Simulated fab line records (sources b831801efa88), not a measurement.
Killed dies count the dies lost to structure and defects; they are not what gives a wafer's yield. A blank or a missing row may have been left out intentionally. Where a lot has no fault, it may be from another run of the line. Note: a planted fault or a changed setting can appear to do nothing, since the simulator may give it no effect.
Split-lot trial | flow sky130 | on a route of 708 steps: 5 lots, 23 wafers read

ON THE SPLIT
At SKY_VIA1_CMP_02 (polishes SiO2), the setting leave-above-ref-nm was moved away from the recipe's 345 nm on 9 of the 23 wafers read, by -6.6% to -2.2%. For the rest of the wafers, this setting stayed at what the recipe calls for.

FROM THE SPLIT TO THE READING: what the file shows between them, 2 steps
- SKY_VIA1_DEVELOP_11: develop time 60 s (also split here: dev-temp-c)
- SKY_VIA1_ETCH_14: etches BARC in N2/H2, stops on SiO2, time 45.9 s, target depth 60 nm

THE READING
oes-product-au, in a.u., at SKY_VIA1_ETCH_15 (etches SiO2 in C4F8/O2/Ar, stops on TiN, target depth 351 nm, time 54 s). A value of 0.986 a.u. with a standard deviation of 0.0052 a.u. is what fault-free wafers of this fab line usually give.

wafer  | tool, chamber at the split | leave-above-ref-nm as run, nm | against the recipe | oes-product-au, a.u. | against lot-mates on the recipe
L074.2 | cmp-02, 1                  | 345                           | recipe             | 0.974                | -
L074.4 | cmp-02, 0                  | 345                           | recipe             | 0.988                | -
L074.5 | cmp-02, 1                  | 345                           | recipe             | 0.981                | -
L076.1 | cmp-02, 1                  | 345                           | recipe             | 0.991                | -
L076.2 | cmp-02, 3                  | 337.3                         | -2.2%              | 0.971                | -0.017
L076.4 | cmp-02, 2                  | 337.3                         | -2.2%              | 0.965                | -0.023
L076.5 | cmp-02, 2                  | 337.3                         | -2.2%              | 0.981                | -0.007
L076.6 | cmp-02, 1                  | 345                           | recipe             | 0.985                | -
L081.1 | cmp-01, 2,1                | 345                           | recipe             | 0.985                | -
L081.2 | cmp-01, 1                  | 322.3                         | -6.6%              | 0.952                | -0.031
L081.3 | cmp-01, 0                  | 322.3                         | -6.6%              | 0.960                | -0.023
L081.5 | cmp-01, 2,1                | 345                           | recipe             | 0.981                | -
L081.6 | cmp-01, 0                  | 322.3                         | -6.6%              | 0.951                | -0.032
L083.1 | cmp-02, 3                  | 334.2                         | -3.1%              | 0.974                | -0.010
L083.2 | cmp-02, 2                  | 345                           | recipe             | 0.983                | -
L083.3 | cmp-02, 1                  | 345                           | recipe             | 0.986                | -
L083.4 | cmp-02, 0                  | 334.2                         | -3.1%              | 0.971                | -0.013
L083.6 | cmp-02, 3                  | 334.2                         | -3.1%              | 0.973                | -0.011
L085.1 | cmp-02, 3,2,3              | 345                           | recipe             | 0.991                | -
L085.2 | cmp-02, 3,2,3              | 345                           | recipe             | 0.988                | -
L085.4 | cmp-02, 1                  | 345                           | recipe             | 0.987                | -
L085.5 | cmp-02, 0                  | 345                           | recipe             | 0.984                | -
L085.6 | cmp-02, 3,2,3              | 345                           | recipe             | 0.986                | -
When a row names more than one chamber, that row covers several wafers, and the file does not tell which wafer ran in which chamber.

THE FIT
A straight line over all 23 wafers: oes-product-au changes by +0.00461 a.u. for each +1% of leave-above-ref-nm; r = +0.92; the points scatter about the line by 0.0047 a.u.
The same after taking each lot's own level away (the mean of its wafers on the recipe; 23 wafers): +0.00439 a.u. for each +1%; r = +0.91; scatter 0.0046 a.u.
That fit puts the effect of the largest move of leave-above-ref-nm on the reading at 0.029 a.u.
From 0.9810 to 0.9880 a.u.: that is the span of the lots' own levels, equal to 1.3 times the standard deviation above.
The two slopes are in agreement: the lot-to-lot level therefore moves the slope only a little.
Check: for one of the wafers moved furthest among these (-6.6%), held out of the fit, the line's prediction against its lot-mates is -0.0288 a.u. It came out at -0.031 a.u. against them.

THESE WAFERS: OTHER SPLITS
These wafers also went through other splits before the reading. Each is held against what the fit with the lots' levels taken away leaves over:
other split on the same wafers                   | wafers away from the commonest value | r with oes-product-au (lot level and that fit taken away)
SKY_LOCAL_INTERCONNECT_DEVELOP_10 develop-time-s | 4                                    | -0.12
SKY_CONTACT_HDPCVD_02 time-s                     | 6                                    | +0.05
SKY_CONTACT_COAT_09 resist-thk-nm                | 5                                    | -0.12
SKY_CONTACT_EXPOSE_11 dose-mj                    | 9                                    | +0.14
SKY_CONTACT_SPUTTER_23 power-w                   | 9                                    | -0.02
SKY_METAL1_SPUTTER_00 time-s                     | 7                                    | +0.48
SKY_VIA1_DEVELOP_11 dev-temp-c                   | 7                                    | +0.00

THE WHOLE CHAIN: every reading that the file lists as answering this split, in the file's order
step             | what it does                                                            | reading                                                                        | change (the file's fit)                   | r (the file's)
SKY_VIA1_CMP_02  | polishes SiO2                                                           | SiO2_of_VIA1_HDPCVD_00.thk-nm (the simulator's own value, which no gauge read) | +3.03 nm for each +1% of the setting      | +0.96
SKY_VIA1_ETCH_15 | etches SiO2 in C4F8/O2/Ar, stops on TiN, target depth 351 nm, time 54 s | oes-product-au                                                                 | +0.00456 a.u. for each +1% of the setting | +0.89
SKY_VIA1_ETCH_15 | etches SiO2 in C4F8/O2/Ar, stops on TiN, target depth 351 nm, time 54 s | VIA1.feature-depth-nm (the simulator's own value, which no gauge read)         | +3.25 nm for each +1% of the setting      | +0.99

FILE'S OWN FIT
oes-product-au changes by +0.00456 a.u. for each +1% of leave-above-ref-nm, r = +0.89.
